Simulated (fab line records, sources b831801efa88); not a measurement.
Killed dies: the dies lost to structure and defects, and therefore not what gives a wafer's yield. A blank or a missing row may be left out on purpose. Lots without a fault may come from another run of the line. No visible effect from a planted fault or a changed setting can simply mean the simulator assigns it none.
Split-lot trial | flow gf180mcu | route with 602 steps; 5 lots, 23 wafers read

## ABOUT THE SPLIT
At GF_MIM_SPUTTER_08 (material AlCu, target thk 200 nm, time 10.6 s), the setting powerW was moved away from the recipe's 10600 W on 10 of the 23 wafers read, by -6.0% to +11.9%. The other wafers ran this setting at the recipe's value.

## FROM THE SPLIT TO THE READING: what the file shows between them, 3 steps
- GF_MIM_SPUTTER_09: material TiN, target thk 35 nm, time 29.2 s
- GF_MIM_RS_MEAS_10: measures by four-point-probe
- GF_MIM_THK_MEAS_11: measures by xrf

## THE READING
oesProductAu, in a.u., at GF_MIM_METAL_ETCH_19 (etches the open film in Cl2/BCl3, stops on Si3N4, target depth 324.5 nm, time 54.1 s). On this fab line, fault-free wafers typically give 0.943 a.u. with a standard deviation of 0.006 a.u.

wafer  | tool, chamber at the split | powerW as run, W | against the recipe | oesProductAu, a.u. | against lot-mates on the recipe
L076.1 | pvdSputter-04, -           | 10600            | recipe             | 0.945              | -
L076.2 | pvdSputter-04, -           | 11860            | +11.9%             | 0.984              | +0.044
L076.3 | pvdSputter-04, -           | 11860            | +11.9%             | 0.988              | +0.048
L076.5 | pvdSputter-04, -           | 10600            | recipe             | 0.935              | -
L076.6 | pvdSputter-04, -           | 11860            | +11.9%             | 0.981              | +0.041
L078.1 | pvdSputter-04, -           | 11380            | +7.4%              | 0.963              | +0.027
L078.2 | pvdSputter-04, -           | 10600            | recipe             | 0.925              | -
L078.3 | pvdSputter-04, -           | 11380            | +7.4%              | 0.959              | +0.023
L078.4 | pvdSputter-04, -           | 11380            | +7.4%              | 0.968              | +0.032
L078.6 | pvdSputter-04, -           | 10600            | recipe             | 0.946              | -
L080.1 | pvdSputter-01, -           | 10600            | recipe             | 0.939              | -
L080.3 | pvdSputter-01, -           | 10600            | recipe             | 0.939              | -
L080.5 | pvdSputter-01, -           | 10600            | recipe             | 0.936              | -
L081.1 | pvdSputter-01, -           | 10600            | recipe             | 0.935              | -
L081.2 | pvdSputter-01, -           | 10190            | -3.9%              | 0.935              | -0.005
L081.3 | pvdSputter-01, -           | 10190            | -3.9%              | 0.922              | -0.018
L081.4 | pvdSputter-01, -           | 10600            | recipe             | 0.939              | -
L081.6 | pvdSputter-01, -           | 10600            | recipe             | 0.946              | -
L085.1 | pvdSputter-01, -           | 10600            | recipe             | 0.931              | -
L085.2 | pvdSputter-01, -           | 9959             | -6.0%              | 0.910              | -0.024
L085.3 | pvdSputter-01, -           | 10600            | recipe             | 0.941              | -
L085.5 | pvdSputter-01, -           | 10600            | recipe             | 0.931              | -
L085.6 | pvdSputter-01, -           | 9959             | -6.0%              | 0.927              | -0.007

THE FIT
A straight line over all 23 wafers: oesProductAu changes by +0.00362 a.u. for each +1% of powerW; r = +0.95; the points scatter about the line by 0.0064 a.u.
The same after taking each lot's own level away (the mean of its wafers on the recipe; 23 wafers): +0.00352 a.u. for each +1%; r = +0.95; scatter 0.006 a.u.
On that fit, the largest move of powerW shifts the reading by 0.042 a.u.
The span of the lots' own levels, 0.9343 to 0.9400 a.u., comes to 0.9 times the standard deviation stated above.
So the lot-to-lot level changes the slope little: the two slopes agree.
Check: for one of the wafers moved furthest among these (+11.9%), held out of the fit, the line's prediction against its lot-mates is +0.0429 a.u. Against them it came out at +0.044 a.u.

## OTHER SPLITS APPLIED TO THESE WAFERS
Note: prior to the reading, these wafers also went through further splits. Each is held against what the fit with the lots' levels taken away leaves over:
other split on the same wafers | wafers away from the commonest value | r with oesProductAu (lot level and that fit taken away)
GF_V3_CVD_23 tempC             | 11                                   | +0.29
GF_M4_SPUTTER_00 timeS         | 9                                    | -0.51
GF_M4_METAL_ETCH_16 timeS      | 10                                   | -0.25
GF_V4_COAT_09 resistThkNm      | 6                                    | -0.03
GF_V4_SPUTTER_21 timeS         | 8                                    | +0.22
GF_MIM_SPUTTER_02 timeS        | 6                                    | -0.03

## THE WHOLE CHAIN: every reading that the file lists as answering this split, in the file's order
step                 | what it does                                                                         | reading                                                                       | change (the file's fit)                   | r (the file's)
GF_MIM_SPUTTER_08    | material AlCu, target thk 200 nm, time 10.6 s                                        | AlCu_of_MIM_SPUTTER_08.thkNm (the simulator's own value, which no gauge read) | +1.97 nm for each +1% of the setting      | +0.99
GF_MIM_RS_MEAS_10    | measures by four-point-probe                                                         | MIM_ALCU_RS                                                                   | -0.00155 for each +1% of the setting      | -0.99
GF_MIM_THK_MEAS_11   | measures by xrf                                                                      | MIM_ALCU_THK                                                                  | +1.9 for each +1% of the setting          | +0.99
GF_MIM_METAL_ETCH_19 | etches the open film in Cl2/BCl3, stops on Si3N4, target depth 324.5 nm, time 54.1 s | oesProductAu                                                                  | +0.00353 a.u. for each +1% of the setting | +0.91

## FILE'S OWN FIT
oesProductAu changes by +0.00353 a.u. for each +1% of powerW, r = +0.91.
